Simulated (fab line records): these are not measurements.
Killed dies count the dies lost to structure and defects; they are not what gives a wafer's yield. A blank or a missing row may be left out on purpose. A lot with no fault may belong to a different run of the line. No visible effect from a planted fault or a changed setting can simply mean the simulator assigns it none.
A single fault, viewed from 2 desks | flow sky130 | each desk holds nothing but its own numbers, with what lay behind them at the end

## AT THE TOOL OWNER'S DESK: pvd sputter-03
The tool's own readings at SKY_METAL3_SPUTTER_03 (material Ti, target thk 5 nm, time 3.3 s): means of the sampled wafers that have a number, for each lot that ran on this tool. The brackets show how far a lot's mean lies from the usual mean; more than 4 standard deviations puts the lot out of limits, marked OUT.
Columns: A = throttle valve pct at SKY_METAL3_SPUTTER_03, usual 29.8 %
lot  | first seen here | A
L682 | day 39 01:49    | 30.9
L687 | day 40 06:13    | 29.2
L694 | day 42 09:47    | 30.2
L693 | day 42 10:23    | 29.2
This desk's verdict: no lot among the 4 shows anything out of limits.

## METROLOGY DESK
What the gauges read for every lot (on any tool): the sampled wafers with a number, averaged. The brackets show how far a lot's mean lies from the usual mean; more than 4 standard deviations puts the lot out of limits, marked OUT.
Columns: A = VIA2_W_RS at SKY_VIA2_RS_MEAS_22, usual 0.273 ohm/sq; B = VIA2_W_THK at SKY_VIA2_THK_MEAS_23, usual 424 nm
lot  | first seen here | A     | B
L682 | day 39 01:16    | 0.276 | 415
L687 | day 40 05:39    | 0.275 | 417
L694 | day 42 06:56    | 0.268 | 429
L693 | day 42 07:43    | 0.270 | 428
L692 | day 42 08:20    | 0.273 | 427
L699 | day 44 00:52    | 0.273 | 413
This desk's verdict: no lot among the 6 shows anything out of limits.

## ALL TOGETHER
The desk of the tool owner found nothing out of limits.
From the metrology desk's view, nothing was out of limits.

## WHAT THE SIMULATOR HAD PUT IN
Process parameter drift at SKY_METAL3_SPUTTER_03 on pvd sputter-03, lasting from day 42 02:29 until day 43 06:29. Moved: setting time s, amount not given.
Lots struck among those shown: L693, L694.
